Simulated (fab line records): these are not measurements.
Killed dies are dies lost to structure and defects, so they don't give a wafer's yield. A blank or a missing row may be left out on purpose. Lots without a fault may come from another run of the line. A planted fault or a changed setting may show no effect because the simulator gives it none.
fab line records	flow gf180mcu
[record] lots = 5	wafers = 23
route steps=602 shown STI@8 DNWELL@34 NWELL@44 LVPWELL@63 MVSD@75 MVPSD@87 VT_IMPLANT@92
startH: hours from the record's opening day to when the first of the lot's shown wafers began	waitH: hours from the lot's prior step to this one	" repeats the value in the row above	L1.1+2: a single row standing in for several wafers	- no value, or no start was given	* or withheld: withheld	< > ~ a bound
route shown NAME@n: a module of which the file shows steps, and the number in the route of the first	usual: average and standard deviation across the fault-free wafers	same: alike in all rows	chamber/n: place in a boat	sites: the reading at each site	_std_site: standard deviation across them	_edge_site: inner sites' mean taken away from outer sites' mean	radiusMm: for every site, how far away it sits from the centre of the wafer	mask NAME#n: copy n	behind: the last tool/chamber to shape the wafer	hold: why the lot went on hold/how many hours it stayed there/how the hold came to an end	device: the transistor (n, p or np) that didn't switch	end of line: at the end of the route, the tests of the same wafers	a step without rows: its recipe alone	killed: count of dies lost to structure and defects at first sort (not the wafer's yield)	map: a wafer's dies, marking killed ones x, the rest . and places with no die _
set.NAME: the setting that was run; set.NAME@STEP: the one run at that earlier step	model.NAME: the simulator's own value behind a step, which no gauge read
lots run with intentionally changed settings; tables by step, rows by wafer
[[steps]]
[step GF_STI_COAT_07]
[recipe] resist = KrF	spinRpm = withheld	resistThkNm = 700
lot.wafer	tool	chamber	startH	waitH	set.resistThkNm	model.KrF_of_STI_COAT_07.thkNm
L074.1	lithoTrack-02	0	18.64	0.1	700	697.9
L074.2	"	0	"	"	700	698.7
L074.3	"	0	"	"	700	698.9
L074.5	"	0	"	"	700	700
L074.6	"	0	"	"	700	699.5
L075.1	lithoTrack-03	0	23.97	0.1	682.1	681
L075.2	"	0	"	"	682.1	680.5
L075.3	"	0	"	"	682.1	680.2
L075.5	"	0	"	"	700	699.2
L075.6	"	0	"	"	700	698
L076.1	lithoTrack-02	0	28.99	0.1	670.9	671.4
L076.3	"	0	"	"	670.9	670.5
L076.4	"	0	"	"	700	699.3
L076.5	"	0	"	"	700	698.4
L076.6	"	0	"	"	670.9	669.2
L081.1	lithoTrack-02	0	59.74	0.1	717.9	717
L081.2	"	0	"	"	700	703
L081.3	"	0	"	"	700	701.6
L081.4	"	0	"	"	717.9	721.1
L081.6	"	0	"	"	717.9	718.7
L084.1	lithoTrack-03	0	69.71	0.1	700	699.4
L084.3	"	0	"	"	700	701.4
L084.4	"	0	"	"	700	698.8
[step GF_STI_SOFTBAKE_08]
[recipe] tempC = 130	timeS = 60	resist = KrF
[step GF_STI_EXPOSE_09]
[recipe] maskId = COMP	targetCdNm = 220	na = 0.68	sourceShape = conventional	sigmaOuter = 0.6	doseMj = 28
[step GF_STI_DEVELOP_11]
[recipe] developTimeS = 60	devTempC = 21
[step GF_STI_ETCH_13]
[recipe] chemistry = CHF3/O2	stopOn = Si	overEtchFrac = 0.3	targetDepthA = 2823.1	sourceW = 600	biasW = 200	pressureMtorr = 40	chf3FlowSccm = 50	O2_flow_sccm = 5	timeS = 112.9
lot.wafer	tool	chamber	startH	waitH	set.resistThkNm@STI_COAT_07	model.KrF_of_STI_COAT_07.thkNm
L074.1	rieDiel-01	3	24.74	0.1	700	438.7
L074.2	"	1	"	"	700	442.7
L074.3	"	0	"	"	700	434.4
L074.5	"	1	"	"	700	443.2
L074.6	"	0	"	"	700	435.6
L075.1	rieDiel-04	0	30.49	0.1	682.1	423.2
L075.2	"	1	"	"	682.1	419.7
L075.3	"	2	"	"	682.1	417.5
L075.5	"	2	"	"	700	434.3
L075.6	"	3	"	"	700	433.5
L076.1	rieDiel-01	2	35.66	0.1	670.9	414
L076.3	"	3	"	"	670.9	408.5
L076.4	"	0	"	"	700	433.2
L076.5	"	1	"	"	700	438.5
L076.6	"	2	"	"	670.9	413.3
L081.1	rieDiel-01	0	66.06	0.1	717.9	452
L081.2	"	1	"	"	700	445
L081.3	"	2	"	"	700	441.5
L081.4	"	3	"	"	717.9	456.4
L081.6	"	2	"	"	717.9	457.5
L084.1	rieDiel-04	3	76.28	0.1	700	434.8
L084.3	"	1	"	"	700	441.1
L084.4	"	0	"	"	700	440.8
[step GF_STI_ETCH_14]
[recipe] target = Si	chemistry = HBr/Cl2/O2	targetDepthNm = 360	icpW = 600	biasW = 150	pressureMtorr = 15	HBr_flow_sccm = 150	Cl2_flow_sccm = 40	O2_flow_sccm = 6	timeS = 102.9
lot.wafer	tool	chamber	startH	waitH	set.timeS	model.STI.featureDepthNm
L074.1	rieSi-02	1	24.81	0.0	96.11	329.7
L074.2	"	0	"	"	102.9	345.2
L074.3	"	3	"	"	102.9	360.5
L074.5	"	0	"	"	102.9	349.1
L074.6	"	3	"	"	96.11	335.7
L075.1	rieSi-02	3	30.56	0.0	116.4	407.8
L075.2	"	2	"	"	116.4	405.5
L075.3	"	0	"	"	102.9	348.3
L075.5	"	0	"	"	102.9	349
L075.6	"	3	"	"	116.4	405.1
L076.1	rieSi-02	3	35.74	0.0	89.08	310.2
L076.3	"	0	"	"	89.08	302
L076.4	"	2	"	"	102.9	355.5
L076.5	"	0	"	"	89.08	302.2
L076.6	"	3	"	"	102.9	357.4
L081.1	rieSi-02	1	66.14	0.0	102.9	353.6
L081.2	"	0	"	"	112	384.4
L081.3	"	3	"	"	102.9	365.4
L081.4	"	1	"	"	112	382.6
L081.6	"	3	"	"	112	397.6
L084.1	rieSi-01	1	76.36	0.0	102.9	358.3
L084.3	"	3	"	"	102.9	359.6
L084.4	"	0	"	"	102.9	355.5
[step GF_DNWELL_COAT_02]
[recipe] spinRpm = 2000	resistThkNm = 3000
lot.wafer	tool	chamber	startH	waitH	set.spinRpm	model.coat_of_DNWELL_COAT_02.thkNm
L074.1	lithoTrack-03	0	35.62	0.1	2105	2933
L074.2	"	0	"	"	2000	2995
L074.3+6	"	0	"	"	2000	3002
L074.5	"	0	"	"	2105	2924
L075.1	lithoTrack-01	0	41.07	0.1	2128	2908
L075.2	"	0	"	"	2000	2999
L075.3	"	0	"	"	2128	2905
L075.5	"	0	"	"	2000	3011
L075.6	"	0	"	"	2000	3016
L076.1	lithoTrack-04	0	46.34	0.1	2134	2912
L076.3	"	0	"	"	2134	2914
L076.4	"	0	"	"	2000	3010
L076.5	"	0	"	"	2000	2995
L076.6	"	0	"	"	2000	3012
L081.1	lithoTrack-04	0	82.59	0.1	2000	2995
L081.2	"	0	"	"	2000	3001
L081.3	"	0	"	"	2052	2964
L081.4	"	0	"	"	2000	3004
L081.6	"	0	"	"	2052	2956
L084.1	lithoTrack-01	0	89.67	0.1	2000	2998
L084.3	"	0	"	"	2000	3001
L084.4	"	0	"	"	2000	2995
[step GF_DNWELL_EXPOSE_04]
[recipe] maskId = DNWELL	targetCdNm = 1700	na = 0.6	sourceShape = conventional	sigmaOuter = 0.6	doseMj = 260
lot.wafer	tool	chamber	startH	waitH	mask	set.doseMj
L074.1+3+6	ilineStepper-01	0	-	-	DNWELL#0	267.1
L074.2+5	"	0	"	"	DNWELL#0	260
L075.1+2+5	ilineStepper-02	0	-	-	DNWELL#0	243.6
L075.3+6	"	0	"	"	DNWELL#0	260
L076.1+4+5	ilineStepper-01	0	-	-	DNWELL#0	260
L076.3+6	"	0	"	"	DNWELL#0	278.1
L081.1+2+3+4+6	ilineStepper-02	0	-	-	DNWELL#0	260
L084.1+3+4	ilineStepper-01	0	-	-	DNWELL#0	260
[step GF_DNWELL_PEB_05]
[recipe] tempC = 115	timeS = withheld
[step GF_DNWELL_DEVELOP_06]
[recipe] wallAngleDeg = 90	developTimeS = 60	devTempC = 23
[step GF_DNWELL_IMPLANT_07]
[recipe] species = P	energyKev = 1500	doseCm2 = 1e+13	tiltDeg = 0
[step GF_DNWELL_STRIP_08]
[recipe] chemistry = O2/N2	powerW = 1400	pressureMtorr = 1500	platenTempC = 250	o2FlowSccm = 3000	n2FlowSccm = 300	overashFraction = 0.5
[usual] stripTimeToEndpointS = 36.96/0.11
lot.wafer	tool	chamber	startH	waitH	set.spinRpm@DNWELL_COAT_02	stripTimeToEndpointS
L074.1	plasmaAsher-02	1	42.29	0.1	2105	36.20
L074.2	"	0	"	"	2000	36.89
L074.3	"	0	"	"	2000	36.96
L074.5	"	0	"	"	2105	36.09
L074.6	"	1	"	"	2000	36.97
L075.1	plasmaAsher-03	0	47.52	0.1	2128	35.90
L075.2	"	1	"	"	2000	36.93
L075.3	"	1	"	"	2128	35.85
L075.5	"	0	"	"	2000	37.07
L075.6	"	1	"	"	2000	37.13
L076.1	plasmaAsher-02	1	52.42	0.1	2134	35.94
L076.3	"	0	"	"	2134	35.98
L076.4	"	1	"	"	2000	37.07
L076.5	"	0	"	"	2000	36.90
L076.6	"	1	"	"	2000	37.09
L081.1	plasmaAsher-03	0	89.99	0.1	2000	36.90
L081.2	"	1	"	"	2000	36.98
L081.3	"	0	"	"	2052	36.52
L081.4	"	1	"	"	2000	37.01
L081.6	"	0	"	"	2052	36.45
L084.1	plasmaAsher-03	0	96.57	0.1	2000	36.94
L084.3	"	0	"	"	2000	36.96
L084.4	"	1	"	"	2000	36.89
[step GF_NWELL_COAT_02]
[recipe] spinRpm = 2000	resistThkNm = 3000
lot.wafer	tool	chamber	startH	waitH	set.resistThkNm	model.coat_of_NWELL_COAT_02.thkNm
L074.1+3	lithoTrack-04	0	48.24	0.1	2951	2957
L074.2	"	0	"	"	3000	3003
L074.5+6	"	0	"	"	3000	3004
L075.1	lithoTrack-03	0	53.12	0.1	3125	3132
L075.2	"	0	"	"	3000	3000
L075.3	"	0	"	"	3000	2996
L075.5	"	0	"	"	3000	3003
L075.6	"	0	"	"	3125	3127
L076.1	lithoTrack-04	0	58.24	0.1	3000	2999
L076.3	"	0	"	"	3110	3102
L076.4	"	0	"	"	3110	3098
L076.5	"	0	"	"	3000	3000
L076.6	"	0	"	"	3000	3005
L081.1	lithoTrack-03	0	97.06	0.1	3000	2990
L081.2	"	0	"	"	3000	2994
L081.3	"	0	"	"	3000	2989
L081.4	"	0	"	"	3000	2998
L081.6	"	0	"	"	3000	2993
L084.1	lithoTrack-02	0	103.34	0.1	3000	3002
L084.3	"	0	"	"	3000	2994
L084.4	"	0	"	"	3000	3008
[step GF_NWELL_STRIP_10]
[recipe] chemistry = O2/N2	powerW = 1400	pressureMtorr = 1500	platenTempC = 250	o2FlowSccm = 3000	n2FlowSccm = 300	overashFraction = 0.5
[usual] stripTimeToEndpointS = 36.97/0.07
lot.wafer	tool	chamber	startH	waitH	set.o2FlowSccm	set.resistThkNm@NWELL_COAT_02	stripTimeToEndpointS
L074.1	plasmaAsher-02	0	54.50	0.1	3000	2951	36.44
L074.2	"	1	"	"	3000	3000	37.00
L074.3	"	0	"	"	2578	2951	36.82
L074.5	"	1	"	"	2578	3000	37.40
L074.6	"	0	"	"	3000	3000	37.00
L075.1	plasmaAsher-04	0	59.77	0.1	3000	3125	38.47
L075.2	"	1	"	"	3000	3000	36.94
L075.3	"	1	"	"	3000	3000	36.91
L075.5	"	0	"	"	2564	3000	37.39
L075.6	"	1	"	"	2564	3125	38.84
L076.1	plasmaAsher-01	0	64.53	0.1	3000	3000	36.95
L076.3	"	0	"	"	3000	3110	38.11
L076.4	"	1	"	"	2745	3110	38.30
L076.5	"	0	"	"	2745	3000	37.18
L076.6	"	1	"	"	3000	3000	37.00
L081.1	plasmaAsher-04	0	104.93	0.1	3000	3000	36.84
L081.2	"	1	"	"	3000	3000	36.89
L081.3	"	0	"	"	3000	3000	36.82
L081.4	"	1	"	"	3000	3000	36.92
L081.6	"	1	"	"	3000	3000	36.86
L084.1	plasmaAsher-01	0	110.87	0.1	3000	3000	36.98
L084.3	"	1	"	"	3000	3000	36.88
L084.4	"	0	"	"	3000	3000	37.05
[step GF_LVPWELL_IMPLANT_09]
[recipe] species = B	energyKev = 60	doseCm2 = 5e+12	tiltDeg = 0
lot.wafer	tool	chamber	startH	waitH	set.energyKev	model.implant.rpNm	model.implant.drpNm
L074.1+2	implanter-03	0	66.47	0.1	57.41	173.8	63.03
L074.3+5+6	"	0	"	"	60	181	64.53
L075.1+3+6	implanter-01	0	71.57	0.1	62.29	197.2	65.81
L075.2+5	"	0	"	"	60	188.5	64.53
L076.1+4+6	implanter-03	0	76.87	0.1	63.37	199.6	66.39
L076.3+5	"	0	"	"	60	186	64.53
L081.1+2+6	implanter-03	0	119.42	0.1	56.56	178.3	62.52
L081.3+4	"	0	"	"	60	188.2	64.53
L084.1+3+4	implanter-02	0	126.18	0.1	60	189.6	64.53
[step GF_MVSD_IMPLANT_09]
[recipe] species = P	energyKev = 100	doseCm2 = 5e+12	tiltDeg = 0
lot.wafer	tool	chamber	startH	waitH	set.energyKev	model.implant.rpNm	model.implant.drpNm
L074.1+6	implanter-04	0	79.07	0.1	100	122.6	45.6
L074.2+3+5	"	0	"	"	107.7	132.4	48.38
L075.1+2+6	implanter-04	0	84.82	0.1	92.13	110.4	42.61
L075.3+5	"	0	"	"	100	120.2	45.6
L076.1+3+4	implanter-04	0	90.95	0.1	100	118.7	45.6
L076.5+6	"	0	"	"	104	123.6	47.05
L081.1+2+3+4+6	implanter-03	0	134.06	0.1	100	125.2	45.6
L084.1+3+4	implanter-04	0	141.50	0.1	100	124.9	45.6
[step GF_MVSD_STRIP_10]
[recipe] chemistry = O2/N2	powerW = 1400	pressureMtorr = 1500	platenTempC = 250	o2FlowSccm = 3000	n2FlowSccm = 300	overashFraction = 0.5
[usual] stripTimeToEndpointS = 37.00/0.1
lot.wafer	tool	chamber	startH	waitH	set.o2FlowSccm	stripTimeToEndpointS
L074.1	plasmaAsher-01	0	79.22	0.1	2858	37.11
L074.2	"	1	"	"	3000	36.99
L074.3	"	0	"	"	2858	37.17
L074.5	"	0	"	"	2858	37.07
L074.6	"	1	"	"	3000	36.89
L075.1	plasmaAsher-03	1	84.97	0.1	3415	36.81
L075.2	"	0	"	"	3000	36.99
L075.3	"	1	"	"	3000	37.01
L075.5	"	0	"	"	3415	36.71
L075.6	"	1	"	"	3000	36.97
L076.1	plasmaAsher-03	1	91.10	0.1	3000	37.07
L076.3	"	0	"	"	3000	37.21
L076.4	"	1	"	"	3276	36.91
L076.5	"	0	"	"	3276	36.82
L076.6	"	1	"	"	3276	36.99
L081.1	plasmaAsher-03	1	134.21	0.1	3000	37.06
L081.2	"	0	"	"	3000	36.98
L081.3	"	1	"	"	3418	36.70
L081.4	"	0	"	"	3418	36.72
L081.6	"	0	"	"	3418	36.87
L084.1	plasmaAsher-01	0	141.65	0.1	3000	36.99
L084.3	"	1	"	"	3000	37.11
L084.4	"	0	"	"	3000	37.12
[step GF_MVPSD_IMPLANT_09]
[recipe] species = B	energyKev = 40	doseCm2 = 5e+12	tiltDeg = 0
lot.wafer	tool	chamber	startH	waitH	set.doseCm2
L074.1+5	implanter-01	0	92.71	0.1	5e+12
L074.2+3+6	"	0	"	"	4.721e+12
L075.1+6	implanter-04	0	99.85	0.1	5e+12
L075.2+3+5	"	0	"	"	5.133e+12
L076.1+3+4+5+6	implanter-01	0	105.21	0.1	5e+12
L081.1+4	implanter-04	0	150.28	0.1	4.643e+12
L081.2+3+6	"	0	"	"	5e+12
L084.1+3+4	implanter-02	0	157.80	0.1	5e+12
[step GF_VT_IMPLANT_COAT_02]
[recipe] resist = NOVOLAK	spinRpm = 3000	resistThkNm = 1000
lot.wafer	tool	chamber	startH	waitH	set.resistThkNm	model.NOVOLAK_of_VT_IMPLANT_COAT_02.thkNm
L074.1	lithoTrack-02	0	99.09	0.1	1000	1005
L074.2	"	0	"	"	1000	1001
L074.3	"	0	"	"	1000	1002
L074.5	"	0	"	"	941.5	945.8
L074.6	"	0	"	"	941.5	945.9
L075.1+3	lithoTrack-02	0	106.69	0.1	1045	1046
L075.2	"	0	"	"	1000	1004
L075.5+6	"	0	"	"	1000	1003
L076.1	lithoTrack-04	0	112.29	0.1	1000	993.8
L076.3	"	0	"	"	1000	991.7
L076.4	"	0	"	"	1000	994.9
L076.5	"	0	"	"	1000	994.1
L076.6	"	0	"	"	1000	998.3
L081.1	lithoTrack-02	0	157.94	0.1	1031	1033
L081.2	"	0	"	"	1000	996.3
L081.3+6	"	0	"	"	1031	1029
L081.4	"	0	"	"	1000	999
L084.1	lithoTrack-02	0	165.44	0.1	1000	1002
L084.3	"	0	"	"	1000	1000
L084.4	"	0	"	"	1000	996.7
[step GF_VT_IMPLANT_SOFTBAKE_03]
[recipe] tempC = 90	timeS = 60	resist = NOVOLAK
[step GF_VT_IMPLANT_EXPOSE_04]
[recipe] maskId = LVPWELL_LV_AREA	targetCdNm = 600	na = 0.6	sourceShape = conventional	sigmaOuter = 0.6	doseMj = 140
[step GF_VT_IMPLANT_IMPLANT_08]
[recipe] species = BF2	energyKev = 20	doseCm2 = 8.29e+12	tiltDeg = 7
[step GF_VT_IMPLANT_STRIP_09]
[recipe] chemistry = O2/N2	powerW = 1400	pressureMtorr = 1500	platenTempC = 250	o2FlowSccm = 3000	n2FlowSccm = 300	overashFraction = 0.5
[usual] stripTimeToEndpointS = 12.64/0.039
lot.wafer	tool	chamber	startH	waitH	set.resistThkNm@VT_IMPLANT_COAT_02	stripTimeToEndpointS
L074.1	plasmaAsher-04	0	105.82	0.1	1000	12.69
L074.2	"	1	"	"	1000	12.63
L074.3	"	1	"	"	1000	12.65
L074.5	"	1	"	"	941.5	12.00
L074.6	"	0	"	"	941.5	12.02
L075.1	plasmaAsher-01	0	114.15	0.1	1045	13.10
L075.2	"	1	"	"	1000	12.67
L075.3	"	1	"	"	1045	13.13
L075.5	"	0	"	"	1000	12.66
L075.6	"	1	"	"	1000	12.66
L076.1	plasmaAsher-01	1	119.53	0.1	1000	12.54
L076.3	"	0	"	"	1000	12.52
L076.4	"	1	"	"	1000	12.55
L076.5	"	1	"	"	1000	12.56
L076.6	"	0	"	"	1000	12.60
L081.1	plasmaAsher-01	1	166.18	0.1	1031	12.94
L081.2	"	0	"	"	1000	12.58
L081.3	"	1	"	"	1031	12.89
L081.4	"	0	"	"	1000	12.62
L081.6	"	1	"	"	1031	12.89
L084.1	plasmaAsher-04	0	174.17	0.1	1000	12.66
L084.3	"	0	"	"	1000	12.62
L084.4	"	1	"	"	1000	12.60
[step GF_VT_IMPLANT_COAT_13]
[recipe] resist = NOVOLAK	spinRpm = 3000	resistThkNm = 1000
lot.wafer	tool	chamber	startH	waitH	set.spinRpm	model.NOVOLAK_of_VT_IMPLANT_COAT_13.thkNm
L074.1	lithoTrack-02	0	113.04	0.1	3000	998.7
L074.2	"	0	"	"	3061	988.4
L074.3	"	0	"	"	3061	984.8
L074.5	"	0	"	"	3000	997.3
L074.6	"	0	"	"	3000	999.1
L075.1	lithoTrack-03	0	121.31	0.1	2872	1021
L075.2	"	0	"	"	2872	1022
L075.3+5	"	0	"	"	3000	1001
L075.6	"	0	"	"	3000	997.4
L076.1	lithoTrack-04	0	126.59	0.1	3000	1007
L076.3	"	0	"	"	2855	1030
L076.4	"	0	"	"	2855	1033
L076.5	"	0	"	"	2855	1031
L076.6	"	0	"	"	3000	1004
L081.1	lithoTrack-03	0	174.11	0.1	2816	1033
L081.2	"	0	"	"	3000	998.5
L081.3	"	0	"	"	2816	1035
L081.4	"	0	"	"	3000	999.4
L081.6	"	0	"	"	3000	1001
L084.1	lithoTrack-02	0	182.34	0.1	3000	1002
L084.3	"	0	"	"	3000	999.9
L084.4	"	0	"	"	3000	997.7
[step GF_VT_IMPLANT_IMPLANT_19]
[recipe] species = As	energyKev = 100	doseCm2 = 4.35e+12	tiltDeg = 7
lot.wafer	tool	chamber	startH	waitH	set.doseCm2
L074.1+2	implanter-02	0	119.92	0.0	4.35e+12
L074.3+5+6	"	0	"	"	4.673e+12
L075.1+3+5	implanter-03	0	129.45	0.0	4.35e+12
L075.2+6	"	0	"	"	4.099e+12
L076.1+3+4+5+6	implanter-02	0	133.88	0.0	4.35e+12
L081.1+4+6	implanter-02	0	182.90	0.0	4.35e+12
L081.2+3	"	0	"	"	4.566e+12
L084.1+3+4	implanter-03	0	191.13	0.0	4.35e+12
[step GF_VT_IMPLANT_STRIP_20]
[recipe] chemistry = O2/N2	powerW = 1400	pressureMtorr = 1500	platenTempC = 250	o2FlowSccm = 3000	n2FlowSccm = 300	overashFraction = 0.5
[usual] stripTimeToEndpointS = 12.63/0.032
lot.wafer	tool	chamber	startH	waitH	set.spinRpm@VT_IMPLANT_COAT_13	stripTimeToEndpointS
L074.1	plasmaAsher-01	0	120.07	0.1	3000	12.62
L074.2	"	1	"	"	3061	12.48
L074.3	"	0	"	"	3061	12.45
L074.5	"	0	"	"	3000	12.59
L074.6	"	1	"	"	3000	12.62
L075.1	plasmaAsher-02	0	129.60	0.1	2872	12.81
L075.2	"	1	"	"	2872	12.81
L075.3	"	0	"	"	3000	12.63
L075.5	"	0	"	"	3000	12.63
L075.6	"	1	"	"	3000	12.60
L076.1	plasmaAsher-01	0	134.03	0.1	3000	12.70
L076.3	"	1	"	"	2855	12.92
L076.4	"	0	"	"	2855	12.96
L076.5	"	1	"	"	2855	12.93
L076.6	"	0	"	"	3000	12.67
L081.1	plasmaAsher-04	1	183.05	0.1	2816	12.95
L081.2	"	0	"	"	3000	12.61
L081.3	"	1	"	"	2816	12.98
L081.4	"	0	"	"	3000	12.63
L081.6	"	1	"	"	3000	12.62
L084.1	plasmaAsher-02	1	191.28	0.1	3000	12.65
L084.3	"	1	"	"	3000	12.61
L084.4	"	0	"	"	3000	12.60
[step GF_VT_IMPLANT_TW_MEAS_21]
[usual] VT_IMPLANT_2_TW = 1218/9.3
lot.wafer	tool	chamber	startH	waitH	set.doseCm2@VT_IMPLANT_IMPLANT_19	VT_IMPLANT_2_TW
L074.1	filmMetro-04	-	120.17	0.1	4.35e+12	1222
L074.2	"	-	"	"	4.35e+12	1217
L074.3	"	-	"	"	4.673e+12	1239
L074.5	"	-	"	"	4.673e+12	1245
L074.6	"	-	"	"	4.673e+12	1247
L075.1	filmMetro-01	-	129.70	0.1	4.35e+12	1219
L075.2	"	-	"	"	4.099e+12	1193
L075.3	"	-	"	"	4.35e+12	1222
L075.5	"	-	"	"	4.35e+12	1211
L075.6	"	-	"	"	4.099e+12	1197
L076.1	filmMetro-01	-	134.13	0.1	4.35e+12	1212
L076.3	"	-	"	"	4.35e+12	1218
L076.4	"	-	"	"	4.35e+12	1219
L076.5	"	-	"	"	4.35e+12	1220
L076.6	"	-	"	"	4.35e+12	1220
L081.1	filmMetro-04	-	183.15	0.1	4.35e+12	1222
L081.2	"	-	"	"	4.566e+12	1238
L081.3	"	-	"	"	4.566e+12	1250
L081.4	"	-	"	"	4.35e+12	1224
L081.6	"	-	"	"	4.35e+12	1224
L084.1	filmMetro-04	-	191.38	0.1	4.35e+12	1226
L084.3	"	-	"	"	4.35e+12	1222
L084.4	"	-	"	"	4.35e+12	1226
[[key]]
[split] step = GF_STI_COAT_07	setting = resistThkNm	stated = 700	by = wafer
[response] step = GF_STI_COAT_07	reading = model.KrF_of_STI_COAT_07.thkNm	change = +6.82	per = 1%	r = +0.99
[response] step = GF_STI_ETCH_13	reading = model.KrF_of_STI_COAT_07.thkNm	change = +5.45	per = 1%	r = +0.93
[split] step = GF_STI_ETCH_14	setting = timeS	stated = 102.9	by = wafer
[response] step = GF_STI_ETCH_14	reading = model.STI.featureDepthNm	change = +3.85	per = 1%	r = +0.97
[split] step = GF_DNWELL_COAT_02	setting = spinRpm	stated = 2000	by = wafer
[response] step = GF_DNWELL_COAT_02	reading = model.coat_of_DNWELL_COAT_02.thkNm	change = -14.6	per = 1%	r = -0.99
[response] step = GF_DNWELL_STRIP_08	reading = stripTimeToEndpointS	change = *	per = 1%	r = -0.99
[split] step = GF_DNWELL_EXPOSE_04	setting = doseMj	stated = 260	by = wafer
response none clear
[split] step = GF_NWELL_COAT_02	setting = resistThkNm	stated = 3000	by = wafer
[response] step = GF_NWELL_COAT_02	reading = model.coat_of_NWELL_COAT_02.thkNm	change = +29.3	per = 1%	r = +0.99
[response] step = GF_NWELL_STRIP_10	reading = stripTimeToEndpointS	change = *	per = 1%	r = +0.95
[split] step = GF_NWELL_STRIP_10	setting = o2FlowSccm	stated = 3000	by = wafer
response none clear
[split] step = GF_LVPWELL_IMPLANT_09	setting = energyKev	stated = 60	by = wafer
[response] step = GF_LVPWELL_IMPLANT_09	reading = model.implant.rpNm	change = +2.03	per = 1%	r = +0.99
[response] step = GF_LVPWELL_IMPLANT_09	reading = model.implant.drpNm	change = +0.341	per = 1%	r = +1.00
[split] step = GF_MVSD_IMPLANT_09	setting = energyKev	stated = 100	by = wafer
[response] step = GF_MVSD_IMPLANT_09	reading = model.implant.rpNm	change = +1.26	per = 1%	r = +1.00
[response] step = GF_MVSD_IMPLANT_09	reading = model.implant.drpNm	change = +0.369	per = 1%	r = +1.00
[split] step = GF_MVSD_STRIP_10	setting = o2FlowSccm	stated = 3000	by = wafer
[response] step = GF_MVSD_STRIP_10	reading = stripTimeToEndpointS	change = *	per = 1%	r = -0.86
[split] step = GF_MVPSD_IMPLANT_09	setting = doseCm2	stated = 5e+12	by = wafer
response none in this file
[split] step = GF_VT_IMPLANT_COAT_02	setting = resistThkNm	stated = 1000	by = wafer
[response] step = GF_VT_IMPLANT_COAT_02	reading = model.NOVOLAK_of_VT_IMPLANT_COAT_02.thkNm	change = +9.76	per = 1%	r = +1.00
[response] step = GF_VT_IMPLANT_STRIP_09	reading = stripTimeToEndpointS	change = *	per = 1%	r = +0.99
[split] step = GF_VT_IMPLANT_COAT_13	setting = spinRpm	stated = 3000	by = wafer
[response] step = GF_VT_IMPLANT_COAT_13	reading = model.NOVOLAK_of_VT_IMPLANT_COAT_13.thkNm	change = -5.44	per = 1%	r = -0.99
[response] step = GF_VT_IMPLANT_STRIP_20	reading = stripTimeToEndpointS	change = *	per = 1%	r = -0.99
[split] step = GF_VT_IMPLANT_IMPLANT_19	setting = doseCm2	stated = 4.35e+12	by = wafer
[response] step = GF_VT_IMPLANT_TW_MEAS_21	reading = VT_IMPLANT_2_TW	change = +3.65	per = 1%	r = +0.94
